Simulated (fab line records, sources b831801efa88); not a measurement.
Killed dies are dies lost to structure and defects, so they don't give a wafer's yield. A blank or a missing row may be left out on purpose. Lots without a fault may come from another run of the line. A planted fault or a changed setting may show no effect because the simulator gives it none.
Problem report in the 8D (eight disciplines) form, filled by code | flow sky130 | the parts of the form that need people (team, actions taken, sign-off) are left out

1. THE PROBLEM
run_length_s at SKY_VIA2_SOFTBAKE_08 reads a mean of 95.78 s on 2 wafers of 2 lots; wafers without a fault read 119.27 s with a standard deviation of 0.22. That is -99 or more standard deviations from the usual mean.
The step: time 90 s.
First seen on wafer L482.2, day 38 11:00, on litho_track-03. The record holds 34 wafers of 12 lots with a number at this step. Rule for "out", or "out of limits": more than 4 standard deviations from the usual mean. The other wafers with a number count as sound.

2. WHAT IT IS AND WHAT IT IS NOT
question                    | is                                 | is not
which readings at this step | run_length_s, heater_power_total_W | -
which lots                  | L482, L485                         | L475, L487, L488, L489, L490, L491, L492, L495, L497, L498
which wafers of those lots  | L482.2, L485.5                     | L482.6, L485.1
read on which tools         | litho_track-03                     | litho_track-01, litho_track-02
when                        | from day 38 11:00                  | up to then (4 sound wafers); but 28 sound wafers of L485, L487, L488, L489, L490, L491, L492, L495, L497, L498 came after

3. SUSPECTS, AND WHAT RULES EACH OUT
Counting: a tool at a process step up to the reading stays a suspect if it ran every lot that is out. Sound lots after the first of them don't rule it out here, since some wafers of a struck lot are sound.
- litho_track-03 at SKY_VIA2_SOFTBAKE_08 (time 90 s): kept. It ran every lot that is out, first L482 (day 38 11:00); its last sound lot up to then is L475 (day 37 09:00). Its own readings are out on those wafers: heater_power_total_W, run_length_s.
Left after counting: litho_track-03 at SKY_VIA2_SOFTBAKE_08.

4. THE CAUSE (what the simulator had put in)
Process parameter drift: litho_track-03, from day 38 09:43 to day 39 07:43, at SKY_VIA2_SOFTBAKE_08. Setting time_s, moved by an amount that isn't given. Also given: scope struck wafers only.
Counting left only this tool.

5. THE CHAIN OF EFFECTS, in route order
Each row: a reading whose mean over the struck wafers that have a number lies more than 3 standard deviations from the usual. Only readings for which the record gives a usual standard deviation are gone through. hours: the time from each lot's start at the first step in this table that gives one to its start at this step, as a median over the lots. sigmas: the change in usual standard deviations.
hours | step                 | reading              | usual    | on struck wafers | change | sigmas
0     | SKY_VIA2_SOFTBAKE_08 | heater_power_total_W | 57.35 W  | 63.36            | +6.01  | +55
0     | SKY_VIA2_SOFTBAKE_08 | run_length_s         | 119.27 s | 95.78            | -23.48 | -99 or more
The process steps in it:
- SKY_VIA2_SOFTBAKE_08: time 90 s.
Readings that are blank on the struck wafers while sound wafers have them: plate_temp_C at SKY_VIA2_SOFTBAKE_08.

6. WHAT WOULD HAVE CAUGHT IT SOONER
In this record the first reading out of limits was taken at day 38 11:00, 1 hour after the fault began at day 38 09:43.
